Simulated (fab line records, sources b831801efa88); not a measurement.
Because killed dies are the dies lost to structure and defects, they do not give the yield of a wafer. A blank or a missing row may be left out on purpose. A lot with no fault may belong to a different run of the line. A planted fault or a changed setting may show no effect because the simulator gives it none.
Struck lot and sound lot, side by side	flow gf180mcu	21 steps out of a route of 602
Sound: wafers L276.3, L276.4, L276.6. Wafers L289.1, L289.2, L289.3 were the ones struck. The cause is named last.
Per side, at each step with rows, come the tool, then ch with its chambers, and then its first start. Under that, the readings that differ: sound wafers	struck wafers	difference of the means	sigmas: that difference in standard deviations of wafers without a fault.
alike: readings whose means differ by less than 2 such deviations, and words and numbers that are the same on both sides. not compared: withheld readings, readings that some wafer has no value for, bounds like >300 that may hide the same value, and numbers for which the record gives no deviation and whose values overlap.
A row with sigmas, a row that says differs or no value, or rows on one side alone: a step with any of these is where the two part. Numbers that have no deviation but don't overlap get no sigmas and don't part them. A reading missing from all wafers of one side parts the sides only when that side holds two or more wafers.

first, 1 step without rows for these wafers: GF_NSD_IMPLANT_10.
GF_NSD_STRIP_11: strips in O2/N2.
  sound on plasmaAsher-04 ch 0,1, day 14 22:56; struck on plasmaAsher-02 ch 0,1, day 19 11:30
  alike: drypumpMotorCurrentA, heaterPowerW, oesProductAu, stripTimeToEndpointS
  not compared: rfHoursCounterH
GF_NSD_TW_MEAS_12:
  struck on filmMetro-03, day 19 11:36; sound on filmMetro-01, day 14 23:01
  alike: NSD_TW
then, 7 steps without rows for these wafers: GF_PSD_DEHYDRATE_00 (time 60 s); GF_PSD_HMDS_01 (prime time 60 s); GF_PSD_COAT_02 (resist thk 1000 nm); GF_PSD_SOFTBAKE_03 (time 60 s); GF_PSD_EXPOSE_04 (exposes mask Pplus, target cd 400 nm); GF_PSD_PEB_05; GF_PSD_DEVELOP_06 (develop time 60 s).
GF_PSD_CD_MEAS_07 targets a cd of 400 nm.
  struck on cdSem-01, day 20 11:15; sound on cdSem-01, day 15 21:05
  alike: cdNm
GF_PSD_OVL_MEAS_08:
  struck on overlay-01, day 20 11:22; sound on overlay-02, day 15 21:11
reading	sound	struck	difference	sigmas
PSD_OVL (nm)	-0.4 1.5 1.0	-2.2 -2.4 -2.8	-3.2	-2
GF_PSD_IMPLANT_09:
  sound on implanter-02 ch 0, day 15 21:26; struck on implanter-01 ch 0, day 20 11:24
reading	sound	struck	difference	sigmas
beamEnergyKeV	39.984 40.008 39.995	41.086 41.081 41.074	+1.085	+83
model.implant.drpNm (nm)	15.87 15.87 15.87	16.17 16.17 16.17	+0.30	
GF_PSD_STRIP_10: strips in O2/N2.
  sound on plasmaAsher-02 ch 0,1, day 15 21:34; struck on plasmaAsher-03 ch 0,1, day 20 11:33
reading	sound	struck	difference	sigmas
stripTimeToEndpointS (s)	16.54 16.52 16.52	16.62 16.64 16.62	+0.10	+3
  alike: drypumpMotorCurrentA, heaterPowerW, oesProductAu
  not compared: rfHoursCounterH
GF_PSD_TW_MEAS_11:
  struck on filmMetro-03, day 20 11:39; sound on filmMetro-01, day 15 21:40
  alike: PSD_TW
then, 1 step without rows for these wafers: GF_PSD_CLEAN_12 (cleans in SC1/SC2, time 150 s).
GF_PSD_RTA_13: time 20 s.
  sound on rtpAnneal-01 ch 0, day 15 21:47; struck on rtpAnneal-01 ch 0, day 20 11:46
  alike: chamberO2Ppm, lampPowerPct, wafer_temp_C_max
GF_PSD_RS_MEAS_14: measures by four-point-probe.
  struck on filmMetro-01, day 20 11:50; sound on filmMetro-03, day 15 21:52
  alike: NSD_RS
GF_PSD_RS_MEAS_15: measures by four-point-probe.
  struck on filmMetro-01, day 20 11:58; sound on filmMetro-03, day 15 21:59
reading	sound	struck	difference	sigmas
PSD_RS (ohm/sq)	107.91 108.08 108.22	106.89 107.11 106.92	-1.10	-4
GF_SAB_CVD_00: deposits SiO2 from TEOS, target thk 50 nm, time 4.9302 s.
  sound on pecvd-01 ch 0,1,2, day 15 22:04; struck on pecvd-03 ch 0,1,2, day 20 12:05
  alike: heaterPowerOuterW, heaterPowerW, rfFwdPowerW
following that, these wafers have no rows for 1 step: GF_PASSIVATION_PROBE_99.

== WHERE THEY PART ==
At GF_PSD_OVL_MEAS_08 first; at GF_PSD_RS_MEAS_15 last (within this record only). Later steps at which nothing parts them and some readings are alike: GF_SAB_CVD_00.

WHY: whatever the simulator had introduced
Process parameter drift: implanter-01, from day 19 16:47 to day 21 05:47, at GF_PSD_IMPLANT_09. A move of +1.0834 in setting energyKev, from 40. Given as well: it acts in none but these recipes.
